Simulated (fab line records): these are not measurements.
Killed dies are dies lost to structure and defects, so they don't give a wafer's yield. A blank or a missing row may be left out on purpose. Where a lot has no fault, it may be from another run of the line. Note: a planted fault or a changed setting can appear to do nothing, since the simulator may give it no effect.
Problem report in the 8D (eight disciplines) form, filled by code	flow sky130	the parts of the form that need people (team, actions taken, sign-off) are left out

1. WHAT IS WRONG
Wafers free of any fault read 0.7 nm (standard deviation 1.3) for VT_ADJUST_LVTN_OVL at SKY_VT_ADJUST_LVTN_OVL_MEAS_07, against a mean of 289.7 nm on 6 wafers of 2 lots. So: +99 or more standard deviations from the usual mean.
First observed at day 8 15:55: wafer L981.1, on overlay-02. The record holds 36 wafers of 12 lots with a number at this step. The rule behind "out" and "out of limits": a value lying over 4 standard deviations away from the usual mean. Any other wafer with a number is counted as sound.

2. WHAT THIS IS AND IS NOT
question	is	is not
which readings at this step	VT_ADJUST_LVTN_OVL	-
which lots	L981, L982	L974, L975, L976, L979, L980, L985, L989, L991, L995, L996
which wafers of those lots	all that have a number	-
read on which gauges	overlay-02	overlay-01
when	from day 8 15:55	up to then (15 sound wafers); but 15 sound wafers of L985, L989, L991, L995, L996 came after

3. THE SUSPECTS, EACH WITH WHAT RULES IT OUT
Counting: a tool at a process step up to the reading stays a suspect if it ran every lot that is out and no sound lot after the first of them.
- the gauge at SKY_VT_ADJUST_LVTN_OVL_MEAS_07 has been ruled out. All the wafers that are out were read on overlay-02, but those of them that SKY_PAD_OPEN_PROBE_99 has rows for are out there too, on other tools.
- plasmaAsher-03 at SKY_NWELL_STRIP_25 (strips in O2/N2): ruled out as a lasting fault. After its first lot that is out, L981 (day 6 22:52), sound lots L995 ran on it.
- ilineStepper-01 at SKY_VT_ADJUST_LVTN_EXPOSE_04 (exposes mask NWM COMPLEMENT LESS NATIVE, target cd 840 nm): kept. Every lot that is out went through it, starting with L981 (day 8 05:16), and after that it ran no sound lot; the last sound lot it ran before then is L980 (day 8 00:09).
Left after counting: ilineStepper-01 at SKY_VT_ADJUST_LVTN_EXPOSE_04.

4. THE CAUSE (what the simulator had put in)
Scanner matching overlay: ilineStepper-01, from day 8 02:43 on, at SKY_VT_ADJUST_LVTN_EXPOSE_04. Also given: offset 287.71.
Counting left only this tool.

5. THE CHAIN OF EFFECTS, in route order
Rows list readings where the struck wafers' mean (over those with a number) sits beyond 3 standard deviations from the usual. Scope: only readings with a usual standard deviation given in the record; hours: median across lots of the time from each lot's start at the first step in this table that gives one to its start at this step; sigmas: change in usual standard deviations.
hours	step	reading	usual	on struck wafers	change	sigmas
0	SKY_VT_ADJUST_LVTN_OVL_MEAS_07	VT_ADJUST_LVTN_OVL	0.7 nm	289.7	+289.0	+99 or more
936	SKY_PAD_OPEN_PROBE_99	killedAtFrontEnd	15	350	+335	+84
936	SKY_PAD_OPEN_PROBE_99	killedDies	85	416	+332	+38
936	SKY_PAD_OPEN_PROBE_99	killedOnRim	16	82	+66	+19
The process steps in it:
- SKY_PAD_OPEN_PROBE_99

6. WHAT WOULD HAVE CAUGHT IT SOONER
Counted from the fault's start at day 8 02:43, it took 13 hours until the first out-of-limits reading at a measuring or inspecting step in this record, taken at day 8 15:55.
An alarm limit of 4 standard deviations would not have fired on the tool readings at SKY_VT_ADJUST_LVTN_EXPOSE_04 for which the record gives a usual standard deviation, since none of them was out on any struck wafer.
Among the 2 lots that are out, L982 began SKY_VT_ADJUST_LVTN_EXPOSE_04 on ilineStepper-01 after day 8 15:55. It would have been spared by a hold on the tool at that moment.
